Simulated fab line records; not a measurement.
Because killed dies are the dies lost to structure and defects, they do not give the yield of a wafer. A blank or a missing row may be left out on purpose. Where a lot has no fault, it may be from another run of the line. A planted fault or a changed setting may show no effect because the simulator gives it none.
Comparing a struck lot with a sound one || flow sky130 || 18 steps out of a route of 708
Sound: the wafers L733.1, L733.2, L733.4. Struck: wafer L741.3 (L741.4, L741.6, from the same lot, were not struck and are left out); the cause is given at the end.
Each step with rows lists, per side, the tool, then ch with its chambers, then its first start. Under that, the readings that differ: sound wafers || struck wafers || difference of the means || sigmas: that difference in standard deviations of wafers without a fault.
alike: readings whose means differ by less than 2 such deviations, and words and numbers that are the same on both sides. not compared: withheld readings, readings that some wafer has no value for, bounds like >300 that may hide the same value, and numbers for which the record gives no deviation and whose values overlap.
Wherever a step has rows on one side only, a row that says differs or no value, or a row with sigmas, the two part there. Numbers that have no deviation but don't overlap get no sigmas and don't part them. A reading missing from all wafers of one side parts the sides only when that side holds two or more wafers.

first, 2 steps without rows for these wafers: SKY_CONTACT_PEB_12; SKY_CONTACT_DEVELOP_13 (develop time 60 s).
SKY_CONTACT_CD_MEAS_14: target cd 170 nm.
  sound: cdSem-02 at day 33 04:53; struck: cdSem-02 at day 35 13:59
  alike: cdNm
SKY_CONTACT_OVL_MEAS_15:
  sound: overlay-02 at day 33 05:01; struck: overlay-01 at day 35 14:05
  alike: CONTACT_OVL
SKY_CONTACT_ETCH_16: etches BARC in N2/H2, stops on SiO2, time 45.9 s, target depth 60 nm.
  sound on rieDiel-04 ch 0,2,3, day 33 05:03; struck on rieDiel-04 ch 3, day 35 14:07
{"reading": "oesProductAu (a.u.)", "sound": "0.858 0.859 0.863", "struck": 0.849, "difference": -0.011, "sigmas": -2}
{"reading": "rfHoursCounterH (h)", "sound": "10 10 6", "struck": 12, "difference": "+3", "sigmas": ""}
  alike: biasW, drypumpMotorCurrentA, throttleValvePct
SKY_CONTACT_ETCH_17: etches SiO2 in C4F8/O2/Ar, stops on Si3N4, target depth 340 nm.
  sound on rieDiel-04 ch 0,2,3, day 33 05:05; struck on rieDiel-04 ch 3, day 35 14:09
  alike: biasW, oesProductAu
SKY_CONTACT_ETCH_18: etches Si3N4 in CHF3/O2, stops on TiN, time 39 s, target depth 75 nm.
  sound: rieDiel-04 ch 0,2,3; struck: rieDiel-04 ch 3
{"reading": "rfHoursCounterH (h)", "sound": "10 10 6", "struck": 12, "difference": "+3", "sigmas": ""}
  alike: biasW, drypumpMotorCurrentA, oesProductAu, throttleValvePct
then, 4 steps without rows for these wafers: SKY_CONTACT_STRIP_19 (strips in O2/N2); SKY_CONTACT_STRIP_20 (strips in post etch residue remover, time 1200 s); SKY_CONTACT_CLEAN_21 (cleans in IPA, time 180 s); SKY_CONTACT_CLEAN_22 (cleans in O3/DIW).
SKY_CONTACT_SPUTTER_23: material TiN, target thk 20 nm, time 80 s.
  sound: pvdSputter-03 at day 33 05:49; struck: pvdSputter-02 at day 35 14:51
  alike: cathodeDcPowerW, throttleValvePct
SKY_CONTACT_CVD_24: deposits W, target thk 340 nm, time 102.12 s.
  sound on cvdW-02 ch 0,1, day 33 05:53; struck on cvdW-02 ch 0, day 35 14:57
{"reading": "model.W_of_CONTACT_CVD_24.thkNm (nm)", "sound": "345.6 342 344.1", "struck": 182.4, "difference": -161.5, "sigmas": ""}
  alike: heaterPowerW
SKY_CONTACT_RS_MEAS_25: the measuring method here is four-point-probe.
  sound: filmMetro-04 at day 33 05:59; struck: filmMetro-04 at day 35 15:04
{"reading": "CONTACT_W_RS (ohm/sq)", "sound": "0.332 0.336 0.333", "struck": 0.635, "difference": "+0.301", "sigmas": "+72"}
SKY_CONTACT_THK_MEAS_26: measures by xrf.
  sound: filmMetro-04 at day 33 06:07; struck: filmMetro-04 at day 35 15:10
{"reading": "CONTACT_W_THK (nm)", "sound": "337 332 333", "struck": 179, "difference": -155, "sigmas": -34}
SKY_CONTACT_CMP_27: polishes, stops on SiO2, t overpolish 15 s, target thk 0 nm.
  sound on cmp-02 ch 1,2,3, day 33 06:13; struck on cmp-01 ch 2, day 35 15:15
{"reading": "timeToEndpointS (s)", "sound": "88 84 72", "struck": 48, "difference": -33, "sigmas": -5}
  alike: motorCurrentA
SKY_METAL1_SPUTTER_00: material Ti, target thk 15 nm, time 10 s.
  sound: pvdSputter-04 at day 33 06:29; struck: pvdSputter-02 at day 35 15:30
{"reading": "cathodeDcPowerW (W)", "sound": "3000.0 2999.6 2998.7", "struck": 3001.2, "difference": "+1.8", "sigmas": "+3"}
  alike: throttleValvePct
-- the record jumps here: 13 days lie between the struck wafers' starts before and after (it left off in module METAL1 and takes up again in module PAD_OPEN, whose first step shown is number 708 of the route) --
SKY_PAD_OPEN_PROBE_99:
  record: rows for the struck wafers here (prober-02, day 48 19:26), none for the sound ones

## WHERE THEY PART
First at SKY_CONTACT_ETCH_16; last, within this record, at SKY_PAD_OPEN_PROBE_99.

WHY: what the simulator had put in
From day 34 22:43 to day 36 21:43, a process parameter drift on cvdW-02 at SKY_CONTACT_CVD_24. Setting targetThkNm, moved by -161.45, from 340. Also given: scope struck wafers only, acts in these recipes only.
